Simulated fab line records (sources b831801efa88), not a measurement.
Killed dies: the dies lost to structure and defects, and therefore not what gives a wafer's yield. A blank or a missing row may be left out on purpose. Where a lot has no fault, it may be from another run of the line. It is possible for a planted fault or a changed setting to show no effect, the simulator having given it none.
fab line records	flow sky130	part 1 of 2: steps 1 to 32 of 44
record lots=5	wafers=15	last_day=50
route steps=708 shown NWELL@56 PWDE@84 VT_ADJUST_HVTP@85 VT_ADJUST_LVTN@97
lots with no fault: from the same line, run without faults
start_h: start of the lot's first displayed wafer, in hours after the record's first day	wait_h: hours from the lot's prior step to this one	" the same as in the row above	L1.1+2: a row that stands for several wafers	- either no value or no given start	* or withheld: withheld	< > ~ a bound
route shown NAME@n: a module of which the file shows steps, and the number in the route of the first	usual: mean/standard deviation of fault-free wafers	same: alike in all rows	chamber/n: place in a boat	sites: the reading at each site	_std_site: the values' standard deviation	_edge_site: the outer-site mean with the inner-site mean subtracted	radius_mm: for every site, how far away it sits from the centre of the wafer	mask NAME#n: copy n	behind: tool/chamber where the wafer was last shaped	hold: why the lot was held/for how many hours/how that ended	device: names the non-switching transistor (n, p or np)	end of line: the tests these same wafers got at the end of their route	step lacking rows: just its recipe	killed: at the first sort, the dies lost to defects and structure; wafer yield is something else	map: shows each die of a wafer: x if killed, . if not, _ if none is there
set.NAME: the setting as run; set.NAME@STEP: as run at that earlier step	model.NAME: the simulator's own value behind a step, which no gauge read
lots at some steps of the route; a table a step, a row a wafer
services: a tool's chamber out of use, with start hour (start_h, from the record's first day; less than 0 if before it), hours out, and reason
## steps
# step SKY_NWELL_DEHYDRATE_03
# recipe temp_c=200	time_s=60
lot.wafer	tool	chamber	start_h	wait_h
L080.2+3+5	litho_track-02	0	132.17	8.3
L083.3+4+6	litho_track-02	0	136.60	7.6
L085.1+2+3	litho_track-02	0	141.05	8.0
L090.4+5+6	litho_track-02	0	178.07	9.5
L097.2+4+5	litho_track-03	0	212.91	10.3
# step SKY_NWELL_HMDS_04
# recipe prime_time_s=58.45	prime_temp_c=120
lot.wafer	tool	chamber	start_h	wait_h
L080.2+3+5	litho_track-02	0	132.32	0.1
L083.3+4+6	litho_track-02	0	136.75	0.1
L085.1+2+3	litho_track-02	0	141.20	0.1
L090.4+5+6	litho_track-02	0	178.22	0.1
L097.2+4+5	litho_track-03	0	213.06	0.1
# step SKY_NWELL_COAT_05
# recipe spin_rpm=2000	resist_thk_nm=3000
# usual dispense_pressure_kPa=52.5/2.2
lot.wafer	tool	chamber	start_h	wait_h	dispense_pressure_kPa
L080.2	litho_track-02	0	132.47	0.1	51.0
L080.3	"	0	"	"	51.1
L080.5	"	0	"	"	51.0
L083.3	litho_track-02	0	136.90	0.1	51.0
L083.4	"	0	"	"	51.0
L083.6	"	0	"	"	51.0
L085.1	litho_track-02	0	141.35	0.1	51.1
L085.2	"	0	"	"	51.0
L085.3	"	0	"	"	51.1
L090.4	litho_track-02	0	178.37	0.1	51.1
L090.5	"	0	"	"	51.0
L090.6	"	0	"	"	51.1
L097.2	litho_track-03	0	213.21	0.1	55.9
L097.4	"	0	"	"	55.9
L097.5	"	0	"	"	55.9
# step SKY_NWELL_SOFTBAKE_06
# recipe temp_c=110	time_s=withheld
lot.wafer	tool	chamber	start_h	wait_h
L080.2+3+5	litho_track-02	0	132.63	0.1
L083.3+4+6	litho_track-02	0	137.06	0.1
L085.1+2+3	litho_track-02	0	141.50	0.1
L090.4+5+6	litho_track-02	0	178.55	0.1
L097.2+4+5	litho_track-03	0	213.37	0.1
# step SKY_NWELL_EXPOSE_07
# recipe mask_id=NWM	na=0.6	source_shape=conventional	sigma_outer=0.6	polarization=unpolarized	target_cd_nm=840	dose_mj=255
lot.wafer	tool	chamber	start_h	wait_h	mask
L080.2+3+5	iline_stepper-02	0	-	-	NWM#0
L083.3+4+6	iline_stepper-02	0	-	-	NWM#0
L085.1+2+3	iline_stepper-02	0	-	-	NWM#0
L090.4+5+6	iline_stepper-02	0	-	-	NWM#0
L097.2+4+5	iline_stepper-02	0	-	-	NWM#0
# step SKY_NWELL_PEB_08
# recipe temp_c=115	time_s=withheld
lot.wafer	tool	chamber	start_h	wait_h
L080.2+3+5	litho_track-04	0	-	-
L083.3+4+6	litho_track-04	0	-	-
L085.1+2+3	litho_track-02	0	-	-
L090.4+5+6	litho_track-02	0	-	-
L097.2+4+5	litho_track-03	0	-	-
# step SKY_NWELL_DEVELOP_09
# recipe wall_angle_deg=90	developer=TMAH	develop_time_s=60	dev_temp_c=23
lot.wafer	tool	chamber	start_h	wait_h
L080.2+3+5	litho_track-04	0	-	-
L083.3+4+6	litho_track-04	0	-	-
L085.1+2+3	litho_track-02	0	-	-
L090.4+5+6	litho_track-02	0	-	-
L097.2+4+5	litho_track-03	0	-	-
# step SKY_NWELL_OVL_MEAS_10
# usual NWELL_00_OVL=-1.2/1.5
lot.wafer	tool	chamber	start_h	wait_h	NWELL_00_OVL[nm]
L080.2	overlay-01	-	141.35	-	-1.3
L080.3	"	-	"	"	-0.2
L080.5	"	-	"	"	0.9
L083.3	overlay-02	-	146.40	-	0.6
L083.4	"	-	"	"	-0.6
L083.6	"	-	"	"	-0.9
L085.1	overlay-01	-	150.60	-	-1.2
L085.2	"	-	"	"	-1.1
L085.3	"	-	"	"	-2.5
L090.4	overlay-02	-	188.46	-	-1.8
L090.5	"	-	"	"	0.1
L090.6	"	-	"	"	-0.4
L097.2	overlay-01	-	224.04	-	-1.5
L097.4	"	-	"	"	-2.4
L097.5	"	-	"	"	0.0
# step SKY_NWELL_IMPLANT_11
# recipe species=P	energy_kev=400	dose_cm2=1.9e+13	tilt_deg=withheld
# usual dose_ions_cm2=1.9006e+13/2.2e+10
# same implant_ion_amu=31
lot.wafer	tool	chamber	start_h	wait_h	dose_ions_cm2
L080.2	implanter-01	0	141.40	0.0	1.8966e+13
L080.3	"	0	"	"	1.9013e+13
L080.5	"	0	"	"	1.8974e+13
L083.3	implanter-04	0	146.48	0.1	1.9019e+13
L083.4	"	0	"	"	1.9013e+13
L083.6	"	0	"	"	1.9023e+13
L085.1	implanter-02	0	150.63	0.0	1.9016e+13
L085.2	"	0	"	"	1.9016e+13
L085.3	"	0	"	"	1.8996e+13
L090.4	implanter-02	0	188.56	0.1	1.9043e+13
L090.5	"	0	"	"	1.9015e+13
L090.6	"	0	"	"	1.9011e+13
L097.2	implanter-04	0	224.10	0.0	1.9033e+13
L097.4	"	0	"	"	1.9012e+13
L097.5	"	0	"	"	1.9033e+13
# step SKY_NWELL_IMPLANT_12
# recipe species=P	energy_kev=120	dose_cm2=1.3e+12	tilt_deg=withheld
# usual dose_ions_cm2=1.2998e+12/1.4e+09
# same implant_ion_amu=31
lot.wafer	tool	chamber	start_h	wait_h	dose_ions_cm2
L080.2	implanter-01	0	141.55	0.1	1.3024e+12
L080.3	"	0	"	"	1.2996e+12
L080.5	"	0	"	"	1.3006e+12
L083.3	implanter-04	0	146.63	0.1	1.2981e+12
L083.4	"	0	"	"	1.299e+12
L083.6	"	0	"	"	1.2996e+12
L085.1	implanter-02	0	150.78	0.1	1.3008e+12
L085.2	"	0	"	"	1.3028e+12
L085.3	"	0	"	"	1.3004e+12
L090.4	implanter-02	0	188.71	0.1	1.3005e+12
L090.5	"	0	"	"	1.2979e+12
L090.6	"	0	"	"	1.3001e+12
L097.2	implanter-04	0	224.25	0.1	1.3003e+12
L097.4	"	0	"	"	1.3001e+12
L097.5	"	0	"	"	1.3012e+12
# step SKY_NWELL_IMPLANT_13
# recipe species=P	energy_kev=50	dose_cm2=7e+11	tilt_deg=withheld
# usual dose_ions_cm2=6.998e+11/7.5e+08
# same implant_ion_amu=31
lot.wafer	tool	chamber	start_h	wait_h	dose_ions_cm2
L080.2	implanter-01	0	141.70	0.1	6.987e+11
L080.3	"	0	"	"	7.004e+11
L080.5	"	0	"	"	6.993e+11
L083.3	implanter-04	0	146.78	0.1	6.996e+11
L083.4	"	0	"	"	7.006e+11
L083.6	"	0	"	"	7.007e+11
L085.1	implanter-02	0	150.93	0.1	6.998e+11
L085.2	"	0	"	"	6.992e+11
L085.3	"	0	"	"	6.994e+11
L090.4	implanter-02	0	188.86	0.1	7.001e+11
L090.5	"	0	"	"	6.998e+11
L090.6	"	0	"	"	7.002e+11
L097.2	implanter-04	0	224.40	0.1	7.005e+11
L097.4	"	0	"	"	6.996e+11
L097.5	"	0	"	"	6.994e+11
# step SKY_NWELL_STRIP_14
# recipe chemistry=O2/N2	power_w=1400	pressure_mtorr=1500	platen_temp_c=withheld	o2_flow_sccm=3000	n2_flow_sccm=300	overash_fraction=0.5
# usual drypump_motor_current_A=5.7/0.45	oes_product_au=0.723/0.0043	strip_time_to_endpoint_s=36.89/0.12
lot.wafer	tool	chamber	start_h	wait_h	drypump_motor_current_A	oes_product_au	rf_hours_counter_h	strip_time_to_endpoint_s
L080.2	plasma_asher-04	0	141.83	0.1	5.9	0.720	2	36.94
L080.3	"	1	"	"	5.7	0.722	-	37.00
L080.5	"	0	"	"	5.9	0.725	-	36.88
L083.3	plasma_asher-04	0	146.91	0.1	5.9	0.721	-	37.05
L083.4	"	1	"	"	5.7	0.716	-	37.18
L083.6	"	0	"	"	5.9	0.713	-	37.12
L085.1	plasma_asher-03	0	151.08	0.1	5.8	0.726	48	37.21
L085.2	"	1	"	"	6.2	0.720	48	37.22
L085.3	"	0	"	"	5.8	0.727	-	37.14
L090.4	plasma_asher-04	1	188.96	0.1	5.7	0.723	-	36.89
L090.5	"	1	"	"	5.7	0.716	-	36.91
L090.6	"	0	"	"	5.8	0.711	-	37.01
L097.2	plasma_asher-04	0	224.52	0.1	5.8	0.723	10	36.94
L097.4	"	1	"	"	5.7	0.723	-	36.87
L097.5	"	0	"	"	5.8	0.729	-	36.97
# step SKY_NWELL_TW_MEAS_15
# usual NWELL_TW=1824/7.3
lot.wafer	tool	chamber	start_h	wait_h	NWELL_TW
L080.2	film_metro-01	-	141.94	0.1	1822
L080.3	"	-	"	"	1826
L080.5	"	-	"	"	1813
L083.3	film_metro-03	-	147.00	0.1	1833
L083.4	"	-	"	"	1835
L083.6	"	-	"	"	1836
L085.1	film_metro-01	-	151.18	0.1	1814
L085.2	"	-	"	"	1825
L085.3	"	-	"	"	1817
L090.4	film_metro-04	-	189.06	0.1	1833
L090.5	"	-	"	"	1818
L090.6	"	-	"	"	1817
L097.2	film_metro-01	-	224.63	0.1	1817
L097.4	"	-	"	"	1826
L097.5	"	-	"	"	1821
# step SKY_NWELL_DEHYDRATE_16
# recipe temp_c=200	time_s=60
lot.wafer	tool	chamber	start_h	wait_h
L080.2+3+5	litho_track-03	0	150.81	8.9
L083.3+4+6	litho_track-03	0	155.69	8.7
L085.1+2+3	litho_track-04	0	160.59	9.4
L090.4+5+6	litho_track-04	0	198.62	9.5
L097.2+4+5	litho_track-03	0	235.11	10.5
# step SKY_NWELL_HMDS_17
# recipe prime_time_s=60	prime_temp_c=120
lot.wafer	tool	chamber	start_h	wait_h
L080.2+3+5	litho_track-03	0	150.96	0.1
L083.3+4+6	litho_track-03	0	155.84	0.1
L085.1+2+3	litho_track-04	0	160.74	0.1
L090.4+5+6	litho_track-04	0	198.77	0.1
L097.2+4+5	litho_track-03	0	235.26	0.1
# step SKY_NWELL_COAT_18
# recipe spin_rpm=2000	resist_thk_nm=3000
# usual dispense_pressure_kPa=53.3/2.4
lot.wafer	tool	chamber	start_h	wait_h	dispense_pressure_kPa
L080.2	litho_track-03	0	151.11	0.1	55.8
L080.3	"	0	"	"	55.9
L080.5	"	0	"	"	55.9
L083.3	litho_track-03	0	155.99	0.1	55.9
L083.4	"	0	"	"	55.8
L083.6	"	0	"	"	55.8
L085.1	litho_track-04	0	160.89	0.1	51.2
L085.2	"	0	"	"	51.2
L085.3	"	0	"	"	51.2
L090.4	litho_track-04	0	198.92	0.1	51.2
L090.5	"	0	"	"	51.2
L090.6	"	0	"	"	51.3
L097.2	litho_track-03	0	235.41	0.1	55.8
L097.4	"	0	"	"	55.8
L097.5	"	0	"	"	55.8
# step SKY_NWELL_SOFTBAKE_19
# recipe temp_c=110	time_s=withheld
lot.wafer	tool	chamber	start_h	wait_h
L080.2+3+5	litho_track-03	0	151.27	0.1
L083.3+4+6	litho_track-03	0	156.15	0.1
L085.1+2+3	litho_track-04	0	161.04	0.1
L090.4+5+6	litho_track-04	0	199.09	0.1
L097.2+4+5	litho_track-03	0	235.57	0.1
# step SKY_NWELL_EXPOSE_20
# recipe mask_id=NWM_COMPLEMENT	na=0.6	source_shape=conventional	sigma_outer=0.6	polarization=unpolarized	target_cd_nm=840	dose_mj=260
lot.wafer	tool	chamber	start_h	wait_h	mask
L080.2+3+5	iline_stepper-01	0	-	-	NWM_COMPLEMENT#0
L083.3+4+6	iline_stepper-02	0	-	-	NWM_COMPLEMENT#0
L085.1+2+3	iline_stepper-02	0	-	-	NWM_COMPLEMENT#0
L090.4+5+6	iline_stepper-01	0	-	-	NWM_COMPLEMENT#0
L097.2+4+5	iline_stepper-02	0	-	-	NWM_COMPLEMENT#0
# step SKY_NWELL_PEB_21
# recipe temp_c=115	time_s=withheld
lot.wafer	tool	chamber	start_h	wait_h
L080.2+3+5	litho_track-02	0	-	-
L083.3+4+6	litho_track-04	0	-	-
L085.1+2+3	litho_track-04	0	-	-
L090.4+5+6	litho_track-03	0	-	-
L097.2+4+5	litho_track-03	0	-	-
# step SKY_NWELL_DEVELOP_22
# recipe wall_angle_deg=90	developer=TMAH	develop_time_s=60	dev_temp_c=23
lot.wafer	tool	chamber	start_h	wait_h
L080.2+3+5	litho_track-02	0	-	-
L083.3+4+6	litho_track-04	0	-	-
L085.1+2+3	litho_track-04	0	-	-
L090.4+5+6	litho_track-03	0	-	-
L097.2+4+5	litho_track-03	0	-	-
# step SKY_NWELL_OVL_MEAS_23
# usual NWELL_01_OVL=0.3/1.5
lot.wafer	tool	chamber	start_h	wait_h	NWELL_01_OVL[nm]
L080.2	overlay-02	-	161.85	-	0.6
L080.3	"	-	"	"	-0.6
L080.5	"	-	"	"	1.7
L083.3	overlay-01	-	165.90	-	-0.8
L083.4	"	-	"	"	-0.4
L083.6	"	-	"	"	0.1
L085.1	overlay-02	-	171.24	-	-0.9
L085.2	"	-	"	"	-1.4
L085.3	"	-	"	"	0.0
L090.4	overlay-02	-	210.10	-	0.1
L090.5	"	-	"	"	0.9
L090.6	"	-	"	"	0.6
L097.2	overlay-02	-	246.64	-	-2.4
L097.4	"	-	"	"	-1.5
L097.5	"	-	"	"	-0.6
# step SKY_NWELL_IMPLANT_24
# recipe species=B	energy_kev=140	dose_cm2=9.086e+12	tilt_deg=withheld
# usual dose_ions_cm2=9.086e+12/8.6e+09
# same implant_ion_amu=11
lot.wafer	tool	chamber	start_h	wait_h	dose_ions_cm2
L080.2	implanter-01	0	161.91	0.0	9.089e+12
L080.3	"	0	"	"	9.095e+12
L080.5	"	0	"	"	9.088e+12
L083.3	implanter-02	0	165.98	0.1	9.078e+12
L083.4	"	0	"	"	9.086e+12
L083.6	"	0	"	"	9.078e+12
L085.1	implanter-01	0	171.28	0.0	9.093e+12
L085.2	"	0	"	"	9.086e+12
L085.3	"	0	"	"	9.095e+12
L090.4	implanter-04	0	210.20	0.1	9.09e+12
L090.5	"	0	"	"	9.091e+12
L090.6	"	0	"	"	9.078e+12
L097.2	implanter-04	0	246.70	0.0	9.091e+12
L097.4	"	0	"	"	9.086e+12
L097.5	"	0	"	"	9.078e+12
# step SKY_NWELL_STRIP_25
# recipe chemistry=O2/N2	power_w=1400	pressure_mtorr=1500	platen_temp_c=withheld	o2_flow_sccm=3000	n2_flow_sccm=300	overash_fraction=0.5
# usual drypump_motor_current_A=5.8/0.44	oes_product_au=0.722/0.005	strip_time_to_endpoint_s=36.93/0.089
lot.wafer	tool	chamber	start_h	wait_h	drypump_motor_current_A	oes_product_au	rf_hours_counter_h	strip_time_to_endpoint_s
L080.2	plasma_asher-03	1	162.03	0.1	6.2	0.721	49	36.83
L080.3	"	0	"	"	5.8	0.723	-	36.86
L080.5	"	1	"	"	6.2	0.733	-	36.78
L083.3	plasma_asher-04	0	166.11	0.1	5.9	0.722	-	36.79
L083.4	"	1	"	"	5.7	0.718	-	36.78
L083.6	"	1	"	"	5.7	0.726	-	36.82
L085.1	plasma_asher-04	1	171.43	0.1	5.7	0.719	5	36.86
L085.2	"	0	"	"	5.9	0.724	5	36.95
L085.3	"	0	"	"	5.8	0.720	-	36.88
L090.4	plasma_asher-03	1	210.31	0.1	6.2	0.736	-	37.03
L090.5	"	1	"	"	6.2	0.726	-	36.98
L090.6	"	0	"	"	5.8	0.723	-	37.11
L097.2	plasma_asher-04	0	246.82	0.1	5.8	0.725	12	36.75
L097.4	"	0	"	"	5.8	0.718	-	36.79
L097.5	"	0	"	"	5.9	0.724	-	36.93
# step SKY_NWELL_TW_MEAS_26
# usual NWELL_2_TW=496.2/2.1
lot.wafer	tool	chamber	start_h	wait_h	NWELL_2_TW
L080.2	film_metro-04	-	162.14	0.1	496.7
L080.3	"	-	"	"	496.2
L080.5	"	-	"	"	500.5
L083.3	film_metro-01	-	166.20	0.1	497.1
L083.4	"	-	"	"	497.7
L083.6	"	-	"	"	494.8
L085.1	film_metro-03	-	171.53	0.1	496.6
L085.2	"	-	"	"	495.7
L085.3	"	-	"	"	496.1
L090.4	film_metro-01	-	210.40	0.1	494.1
L090.5	"	-	"	"	494.6
L090.6	"	-	"	"	497.4
L097.2	film_metro-04	-	246.93	0.1	492.0
L097.4	"	-	"	"	491.9
L097.5	"	-	"	"	494.9
# step SKY_NWELL_CLEAN_27
# recipe chemistry=SC1/SC2	mix=1:4:20	temp_c=70	time_s=150	dry=n2_spin
lot.wafer	tool	chamber	start_h	wait_h
L080.2+3+5	wet_bench-02	0	162.19	0.0
L083.3+4+6	wet_bench-03	0	166.24	0.0
L085.1+2+3	wet_bench-03	1	171.59	0.1
L090.4+5+6	wet_bench-03	3	210.43	0.0
L097.2+4+5	wet_bench-01	0	247.00	0.1
# step SKY_NWELL_RTA_28
# recipe temp_c=1050	time_s=30	idle_temp_c=650	ramp_up_c_per_s=150	ramp_down_c_per_s=90	ambient=N2
# usual lamp_power_pct=25.30/0.054	ramp_up_c_per_s=150.00/0.025	wafer_temp_C_max=1054.8/0.87
lot.wafer	tool	chamber	start_h	wait_h	lamp_power_pct	ramp_up_c_per_s	wafer_temp_C_max
L080.2	rtp_anneal-02	0	162.31	0.0	25.32	149.97	1054.9
L080.3	"	0	"	"	25.32	149.97	1055.4
L080.5	"	0	"	"	25.28	150.02	1055.6
L083.3	rtp_anneal-02	0	166.32	0.0	25.26	150.00	1054.5
L083.4	"	0	"	"	25.26	149.99	1055.1
L083.6	"	0	"	"	25.39	150.03	1056.0
L085.1	rtp_anneal-01	0	171.64	0.0	25.25	150.03	1055.1
L085.2	"	0	"	"	25.42	150.01	1054.9
L085.3	"	0	"	"	25.31	150.03	1055.0
L090.4	rtp_anneal-02	0	210.53	0.1	25.30	149.99	1056.9
L090.5	"	0	"	"	25.40	150.05	1055.7
L090.6	"	0	"	"	25.33	149.99	1055.7
L097.2	rtp_anneal-02	0	247.06	0.0	25.18	150.01	1054.8
L097.4	"	0	"	"	25.35	149.98	1054.7
L097.5	"	0	"	"	25.27	149.99	1055.2
# step SKY_NWELL_RS_MEAS_29
# recipe thk_meas_gauge=four-point-probe
# usual NWELL_RS=624.6/1.6
lot.wafer	tool	chamber	start_h	wait_h	NWELL_RS[ohm/sq]
L080.2	film_metro-01	-	162.41	0.1	621.6
L080.3	"	-	"	"	622.3
L080.5	"	-	"	"	622.9
L083.3	film_metro-03	-	166.43	0.1	626.1
L083.4	"	-	"	"	624.7
L083.6	"	-	"	"	623.2
L085.1	film_metro-01	-	171.74	0.1	623.4
L085.2	"	-	"	"	622.6
L085.3	"	-	"	"	623.1
L090.4	film_metro-04	-	210.64	0.1	623.5
L090.5	"	-	"	"	623.6
L090.6	"	-	"	"	624.8
L097.2	film_metro-03	-	247.17	0.1	622.2
L097.4	"	-	"	"	623.5
L097.5	"	-	"	"	622.5
# step SKY_NWELL_RS_MEAS_31
# recipe thk_meas_gauge=four-point-probe
# usual PWDE_RS=5280/16
lot.wafer	tool	chamber	start_h	wait_h	PWDE_RS[ohm/sq]
L080.2	film_metro-01	-	162.65	0.1	5286
L080.3	"	-	"	"	5286
L080.5	"	-	"	"	5285
L083.3	film_metro-03	-	166.67	0.1	5258
L083.4	"	-	"	"	5267
L083.6	"	-	"	"	5262
L085.1	film_metro-01	-	171.98	0.1	5271
L085.2	"	-	"	"	5255
L085.3	"	-	"	"	5279
L090.4	film_metro-04	-	210.88	0.1	5263
L090.5	"	-	"	"	5273
L090.6	"	-	"	"	5287
L097.2	film_metro-03	-	247.41	0.1	5280
L097.4	"	-	"	"	5272
L097.5	"	-	"	"	5284
# step SKY_VT_ADJUST_HVTP_DEHYDRATE_00
# recipe temp_c=200	time_s=60
lot.wafer	tool	chamber	start_h	wait_h
L080.2+3+5	litho_track-04	0	171.92	9.2
L083.3+4+6	litho_track-04	0	175.69	9.0
L085.1+2+3	litho_track-04	0	182.09	10.1
L090.4+5+6	litho_track-04	0	221.47	10.6
L097.2+4+5	litho_track-01	0	257.98	10.6
# step SKY_VT_ADJUST_HVTP_HMDS_01
# recipe prime_time_s=60	prime_temp_c=120
lot.wafer	tool	chamber	start_h	wait_h
L080.2+3+5	litho_track-04	0	172.07	0.1
L083.3+4+6	litho_track-04	0	175.84	0.1
L085.1+2+3	litho_track-04	0	182.24	0.1
L090.4+5+6	litho_track-04	0	221.62	0.1
L097.2+4+5	litho_track-01	0	258.13	0.1
# step SKY_VT_ADJUST_HVTP_COAT_02
# recipe resist=NOVOLAK	spin_rpm=3000	resist_thk_nm=1140
# usual dispense_pressure_kPa=48.8/2.8
lot.wafer	tool	chamber	start_h	wait_h	dispense_pressure_kPa
L080.2	litho_track-04	0	172.22	0.1	51.1
L080.3	"	0	"	"	51.2
L080.5	"	0	"	"	51.2
L083.3	litho_track-04	0	175.99	0.1	51.2
L083.4	"	0	"	"	51.2
L083.6	"	0	"	"	51.2
L085.1	litho_track-04	0	182.39	0.1	51.2
L085.2	"	0	"	"	51.2
L085.3	"	0	"	"	51.2
L090.4	litho_track-04	0	221.77	0.1	51.1
L090.5	"	0	"	"	51.1
L090.6	"	0	"	"	51.1
L097.2	litho_track-01	0	258.28	0.1	45.5
L097.4	"	0	"	"	45.5
L097.5	"	0	"	"	45.5
# step SKY_VT_ADJUST_HVTP_SOFTBAKE_03
# recipe temp_c=90	time_s=60	resist=NOVOLAK
lot.wafer	tool	chamber	start_h	wait_h
L080.2+3+5	litho_track-04	0	172.37	0.1
L083.3+4+6	litho_track-04	0	176.14	0.1
L085.1+2+3	litho_track-04	0	182.54	0.1
L090.4+5+6	litho_track-04	0	221.92	0.1
L097.2+4+5	litho_track-01	0	258.43	0.1
